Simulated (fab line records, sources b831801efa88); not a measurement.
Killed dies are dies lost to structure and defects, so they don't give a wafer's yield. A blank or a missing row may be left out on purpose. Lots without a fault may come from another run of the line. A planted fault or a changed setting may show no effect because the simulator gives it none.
fab line records | flow sky130
record lots=5 wafers=15 last_day=50
route steps=708 shown VT_ADJUST_HVTR@135 VT_ADJUST_PCH@143 SONOS_TUNNEL@154
lots that met no fault: from a run of the same line without faults
start_h: hours from the record's first day to the start of the lot's first wafer shown | wait_h: hours since the lot's step before | " the same as in the row above | L1.1+2: a row that stands for several wafers | - no value, or no start given | * or withheld: withheld | < > ~ a bound
route shown NAME@n: a module of which the file shows steps, and the number in the route of the first | usual: mean/standard deviation of fault-free wafers | same: alike in all rows | chamber/n: place in a boat | sites: the reading at each site | _std_site: their standard deviation | _edge_site: outer sites' mean less inner sites' | radius_mm: how far each site lies from the wafer's centre | mask NAME#n: copy n | behind: the tool/chamber that last shaped the wafer | hold: why the lot was held/for how many hours/how that ended | device: the transistor (n, p or np) that didn't switch | end of line: the same wafers' tests at the end of the route | a step without rows: its recipe alone | killed: dies lost to structure and defects at the first sort, not the wafer's yield | map: a wafer's dies, x killed, . not, _ none there
set.NAME: the setting as run; set.NAME@STEP: as run at that earlier step | model.NAME: the simulator's own value behind a step, which no gauge read
lots at some steps of the route; a table a step, a row a wafer
services: from which hour (start_h, from the record's first day; less than 0 if before it) a tool's chamber was out of use, for how many hours, and why
## steps
# step SKY_VT_ADJUST_HVTR_EXPOSE_04
# recipe mask_id=HVTRM target_cd_nm=380 na=0.6 source_shape=conventional sigma_outer=0.6 dose_mj=150
# step SKY_VT_ADJUST_HVTR_PEB_05
# recipe temp_c=withheld time_s=* resist=NOVOLAK
# step SKY_VT_ADJUST_HVTR_DEVELOP_06
# recipe develop_time_s=60 dev_temp_c=23
# step SKY_VT_ADJUST_HVTR_CD_MEAS_07
# recipe target_cd_nm=380
# usual cd_nm=380.5/2.5
# columns lot.wafer tool chamber start_h wait_h cd_nm
L338.4 cd_sem-01 - 251.83 0.2 379.4
L338.5 " - " " 381.6
L338.6 " - " " 378.1
L343.1 cd_sem-01 - 276.74 0.1 381.3
L343.5 " - " " 381.5
L343.6 " - " " 379.6
L344.3 cd_sem-02 - 284.17 0.1 379.5
L344.4 " - " " 380.0
L344.6 " - " " 380.0
L348.1 cd_sem-01 - 305.64 0.1 383.6
L348.4 " - " " 383.2
L348.5 " - " " 380.6
L353.1 cd_sem-02 - 342.59 0.1 382.2
L353.3 " - " " 381.5
L353.4 " - " " 381.2
# step SKY_VT_ADJUST_HVTR_OVL_MEAS_08
# usual VT_ADJUST_HVTR_OVL=-0.2/1.6
# columns lot.wafer tool chamber start_h wait_h VT_ADJUST_HVTR_OVL[nm]
L338.4 overlay-02 - 251.91 0.1 0.1
L338.5 " - " " -0.7
L338.6 " - " " -1.4
L343.1 overlay-01 - 276.86 0.1 0.6
L343.5 " - " " -0.1
L343.6 " - " " -1.4
L344.3 overlay-02 - 284.27 0.1 1.8
L344.4 " - " " 1.9
L344.6 " - " " 1.2
L348.1 overlay-01 - 305.76 0.1 0.7
L348.4 " - " " -0.9
L348.5 " - " " 0.5
L353.1 overlay-02 - 342.71 0.1 -0.1
L353.3 " - " " -1.5
L353.4 " - " " -1.6
# step SKY_VT_ADJUST_HVTR_IMPLANT_09
# recipe species=B energy_kev=10 dose_cm2=2.1e+12 tilt_deg=withheld
# step SKY_VT_ADJUST_HVTR_STRIP_10
# recipe chemistry=O2/N2 power_w=1400 pressure_mtorr=1500 platen_temp_c=withheld o2_flow_sccm=3000 n2_flow_sccm=300 overash_fraction=0.5
# usual drypump_motor_current_A=5.6/0.41 n2_flow_sccm=300.0/0.78 oes_product_au=0.716/0.0049 strip_time_to_endpoint_s=14.19/0.038
# same overash_fraction=0.5
# columns lot.wafer tool chamber start_h wait_h drypump_motor_current_A n2_flow_sccm oes_product_au rf_hours_counter_h strip_time_to_endpoint_s
L338.4 plasma_asher-02 0 252.11 0.1 5.7 301.7 0.710 - 14.11
L338.5 " 1 " " 5.1 299.8 0.713 - 14.12
L338.6 " 0 " " 5.7 300.5 0.710 - 14.11
L343.1 plasma_asher-01 1 277.05 0.1 5.7 299.7 0.720 60 14.20
L343.5 " 1 " " 5.6 299.4 0.713 - 14.24
L343.6 " 0 " " 5.3 299.2 0.716 - 14.22
L344.3 plasma_asher-02 1 284.47 0.1 5.1 299.6 0.710 - 14.21
L344.4 " 0 " " 5.7 300.9 0.723 - 14.16
L344.6 " 0 " " 5.7 300.0 0.712 - 14.19
L348.1 plasma_asher-04 0 306.10 0.2 5.9 299.6 0.709 18 14.21
L348.4 " 1 " " 6.3 299.0 0.714 - 14.17
L348.5 " 0 " " 5.9 301.0 0.716 - 14.16
L353.1 plasma_asher-01 0 342.90 0.1 5.2 299.8 0.724 66 14.19
L353.3 " 0 " " 5.2 297.8 0.715 - 14.20
L353.4 " 1 " " 5.6 299.3 0.712 - 14.18
# step SKY_VT_ADJUST_HVTR_TW_MEAS_11
# usual VT_ADJUST_HVTR_TW=211.4/2.1
# columns lot.wafer tool chamber start_h wait_h VT_ADJUST_HVTR_TW
L338.4 film_metro-01 - 252.21 0.1 209.2
L338.5 " - " " 208.2
L338.6 " - " " 207.2
L343.1 film_metro-02 - 277.15 0.1 212.6
L343.5 " - " " 213.2
L343.6 " - " " 213.3
L344.3 film_metro-04 - 284.56 0.1 212.5
L344.4 " - " " 211.1
L344.6 " - " " 212.5
L348.1 film_metro-02 - 306.20 0.1 213.1
L348.4 " - " " 212.8
L348.5 " - " " 212.9
L353.1 film_metro-04 - 343.00 0.1 212.3
L353.3 " - " " 212.6
L353.4 " - " " 214.0
# step SKY_VT_ADJUST_PCH_DEHYDRATE_00
# recipe temp_c=200 time_s=60
# step SKY_VT_ADJUST_PCH_HMDS_01
# recipe prime_time_s=60 prime_temp_c=120
# step SKY_VT_ADJUST_PCH_COAT_02
# recipe spin_rpm=2000 resist_thk_nm=3000
# step SKY_VT_ADJUST_PCH_SOFTBAKE_03
# recipe temp_c=110 time_s=withheld
# step SKY_VT_ADJUST_PCH_EXPOSE_04
# recipe mask_id=NWM na=0.6 source_shape=conventional sigma_outer=0.6 polarization=unpolarized target_cd_nm=840 dose_mj=255
# columns lot.wafer tool chamber start_h wait_h mask
L338.4+5+6 iline_stepper-01 0 263.76 - NWM#0
L343.1+5+6 iline_stepper-02 0 287.04 - TUNM#0
L344.3+4+6 iline_stepper-01 0 295.68 - NWM#0
L348.1+4+5 iline_stepper-02 0 318.57 - NWM#0
L353.1+3+4 iline_stepper-02 0 356.42 - NWM#0
# step SKY_VT_ADJUST_PCH_PEB_05
# recipe temp_c=115 time_s=withheld
# step SKY_VT_ADJUST_PCH_DEVELOP_06
# recipe wall_angle_deg=90 developer=TMAH develop_time_s=60 dev_temp_c=23
# step SKY_VT_ADJUST_PCH_OVL_MEAS_07
# usual VT_ADJUST_PCH_OVL=-0.8/1.3
# columns lot.wafer tool chamber start_h wait_h VT_ADJUST_PCH_OVL[nm]
L338.4 overlay-02 - 275.16 - -0.1
L338.5 " - " " 0.4
L338.6 " - " " 0.7
L343.1 overlay-02 - 299.27 - -
L343.5 " - " " -
L343.6 " - " " -
L344.3 overlay-01 - 309.43 - 0.5
L344.4 " - " " 0.5
L344.6 " - " " 0.8
L348.1 overlay-01 - 331.24 - -2.2
L348.4 " - " " 1.2
L348.5 " - " " -0.2
L353.1 overlay-02 - 370.34 - -0.8
L353.3 " - " " 0.4
L353.4 " - " " 1.3
# step SKY_VT_ADJUST_PCH_IMPLANT_08
# recipe species=B energy_kev=9.879 dose_cm2=5e+11 tilt_deg=withheld
# step SKY_VT_ADJUST_PCH_STRIP_09
# recipe chemistry=O2/N2 power_w=1400 pressure_mtorr=1500 platen_temp_c=withheld o2_flow_sccm=3000 n2_flow_sccm=300 overash_fraction=0.5
# usual drypump_motor_current_A=5.7/0.35 n2_flow_sccm=300.0/0.97 oes_product_au=0.723/0.0047 strip_time_to_endpoint_s=36.97/0.098
# same overash_fraction=0.5
# columns lot.wafer tool chamber start_h wait_h drypump_motor_current_A n2_flow_sccm oes_product_au rf_hours_counter_h strip_time_to_endpoint_s
L338.4 plasma_asher-03 1 275.36 0.1 5.6 300.2 0.711 - 36.99
L338.5 " 0 " " 5.6 299.0 0.728 - 37.05
L338.6 " 1 " " 5.6 300.1 0.725 - 36.89
L343.1 plasma_asher-03 1 299.45 0.1 5.6 298.5 0.726 61 37.16
L343.5 " 0 " " 5.6 299.7 0.718 - 37.04
L343.6 " 1 " " 5.6 298.4 0.722 - 37.10
L344.3 plasma_asher-02 0 309.63 0.1 5.7 301.6 0.724 - 36.86
L344.4 " 1 " " 5.1 298.5 0.717 - 36.98
L344.6 " 0 " " 5.7 301.3 0.718 - 36.92
L348.1 plasma_asher-02 1 331.43 0.1 5.1 300.0 0.722 50 36.99
L348.4 " 0 " " 5.7 299.8 0.720 - 36.84
L348.5 " 0 " " 5.7 301.2 0.729 - 36.90
L353.1 plasma_asher-03 0 370.53 0.1 5.6 300.3 0.715 68 37.15
L353.3 " 1 " " 5.7 299.8 0.719 - 36.94
L353.4 " 0 " " 5.6 300.7 0.718 - 37.04
# step SKY_VT_ADJUST_PCH_TW_MEAS_10
# usual VT_ADJUST_PCH_TW=142.6/1.5
# columns lot.wafer tool chamber start_h wait_h VT_ADJUST_PCH_TW
L338.4 film_metro-01 - 275.46 0.1 139.9
L338.5 " - " " 140.4
L338.6 " - " " 141.1
L343.1 film_metro-03 - 299.55 0.1 30.4
L343.5 " - " " 30.3
L343.6 " - " " 30.3
L344.3 film_metro-03 - 309.72 0.1 144.3
L344.4 " - " " 143.3
L344.6 " - " " 143.8
L348.1 film_metro-03 - 331.53 0.1 144.7
L348.4 " - " " 143.1
L348.5 " - " " 143.3
L353.1 film_metro-03 - 370.63 0.1 143.9
L353.3 " - " " 144.3
L353.4 " - " " 144.4
# step SKY_SONOS_TUNNEL_DEHYDRATE_00
# recipe temp_c=200 time_s=60
# step SKY_SONOS_TUNNEL_HMDS_01
# recipe prime_time_s=60 prime_temp_c=120
# step SKY_SONOS_TUNNEL_COAT_02
# recipe resist=NOVOLAK spin_rpm=3000 resist_thk_nm=1140
# step SKY_SONOS_TUNNEL_SOFTBAKE_03
# recipe temp_c=90 time_s=60 resist=NOVOLAK
# step SKY_SONOS_TUNNEL_EXPOSE_04
# recipe mask_id=TUNM na=0.6 source_shape=conventional sigma_outer=0.6 polarization=unpolarized target_cd_nm=410 dose_mj=136
# step SKY_SONOS_TUNNEL_PEB_05
# recipe temp_c=withheld time_s=* resist=NOVOLAK
# step SKY_SONOS_TUNNEL_DEVELOP_06
# recipe resist=NOVOLAK developer=TMAH develop_time_s=60 dev_temp_c=23
# step SKY_SONOS_TUNNEL_CD_MEAS_07
# recipe target_cd_nm=410
# usual cd_nm=409.5/2
# columns lot.wafer tool chamber start_h wait_h cd_nm
L338.4 cd_sem-01 - 297.04 0.1 409.4
L338.5 " - " " 409.8
L338.6 " - " " 408.4
L343.1 cd_sem-01 - 325.67 0.1 410.7
L343.5 " - " " 410.2
L343.6 " - " " 410.3
L344.3 cd_sem-01 - 336.17 0.1 406.1
L344.4 " - " " 408.9
L344.6 " - " " 408.0
L348.1 cd_sem-01 - 358.32 0.1 406.6
L348.4 " - " " 407.2
L348.5 " - " " 407.8
L353.1 cd_sem-01 - 398.78 0.1 408.9
L353.3 " - " " 410.2
L353.4 " - " " 406.7
# step SKY_SONOS_TUNNEL_OVL_MEAS_08
# usual SONOS_TUNNEL_OVL=-1.1/1.5
# columns lot.wafer tool chamber start_h wait_h SONOS_TUNNEL_OVL[nm]
L338.4 overlay-01 - 297.12 0.1 -0.2
L338.5 " - " " -3.3
L338.6 " - " " -0.9
L343.1 overlay-02 - 325.79 0.1 -2.3
L343.5 " - " " -3.4
L343.6 " - " " -0.4
L344.3 overlay-02 - 336.27 0.1 -0.9
L344.4 " - " " -1.3
L344.6 " - " " -0.3
L348.1 overlay-02 - 358.44 0.1 1.2
L348.4 " - " " 0.2
L348.5 " - " " 1.0
L353.1 overlay-01 - 398.90 0.1 -3.6
L353.3 " - " " -5.0
L353.4 " - " " -4.0
# step SKY_SONOS_TUNNEL_IMPLANT_09
# recipe species=B energy_kev=20 dose_cm2=1e+12 tilt_deg=withheld
# step SKY_SONOS_TUNNEL_WET_ETCH_10
# recipe chemistry=dHF target_depth_nm=14 target=SiO2 dilution=100:1 temp_c=25 time_s=280
# step SKY_SONOS_TUNNEL_STRIP_11
# recipe chemistry=SPM time_s=600 temp_c=130
# step SKY_SONOS_TUNNEL_TW_MEAS_12
# usual SONOS_TUNNEL_TW=197.2/2.2
# columns lot.wafer tool chamber start_h wait_h SONOS_TUNNEL_TW
L338.4 film_metro-03 - 297.59 0.0 199.1
L338.5 " - " " 199.1
L338.6 " - " " 199.6
L343.1 film_metro-03 - 326.41 0.0 212.9
L343.5 " - " " 214.4
L343.6 " - " " 214.1
L344.3 film_metro-01 - 336.74 0.0 195.7
L344.4 " - " " 195.2
L344.6 " - " " 194.9
L348.1 film_metro-03 - 358.90 0.0 197.1
L348.4 " - " " 196.8
L348.5 " - " " 197.9
L353.1 film_metro-02 - 399.35 0.0 200.2
L353.3 " - " " 199.6
L353.4 " - " " 198.0
# step SKY_SONOS_TUNNEL_CLEAN_13
# recipe chemistry=dHF time_s=20 dilution=100:1 dry=ipa_marangoni
## services
# columns tool chamber start_h hours kind
iline_stepper-01 - 293.65 1.7 pm
iline_stepper-02 - 306.21 1.7 pm
iline_stepper-02 0 314.35 - calibration
iline_stepper-01 - 320.56 4.4 pm
plasma_asher-04 - 331.16 0.5 repair
iline_stepper-01 0 360.81 - calibration
plasma_asher-02 - 369.42 8.3 repair
## key
first_sign step=SKY_VT_ADJUST_PCH_EXPOSE_04 reading=mask direction=changed
effect step=SKY_VT_ADJUST_PCH_OVL_MEAS_07 reading=VT_ADJUST_PCH_OVL direction=missing
effect step=SKY_VT_ADJUST_PCH_TW_MEAS_10 reading=VT_ADJUST_PCH_TW direction=down sigmas=74 usual=142.6 struck=30.3
effect step=SKY_SONOS_TUNNEL_TW_MEAS_12 reading=SONOS_TUNNEL_TW direction=up sigmas=7.7 usual=197.2 struck=213.8
met_at SKY_VT_ADJUST_PCH_EXPOSE_04
struck_wafers L343.1,L343.5,L343.6
sort_left_out L343.1,L343.5,L343.6
tester_left_out L343
fault kind=wrong_mask tool=any chamber=- onset_h=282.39 steps=SKY_VT_ADJUST_PCH_EXPOSE_04 aux_copy=TUNM#0 scope=struck_lots_only
# tester_left_out: of these lots the tester's yield and bins aren't shown, on N5 and GAA mostly nor the transistor test; their killed dies are dies lost to structure and defects alone, not to doping, threshold or leakage, so they don't give the yield
# sort_left_out: the simulated sort isn't trusted on such a fault, so these wafers' sort isn't shown, and their yield isn't known
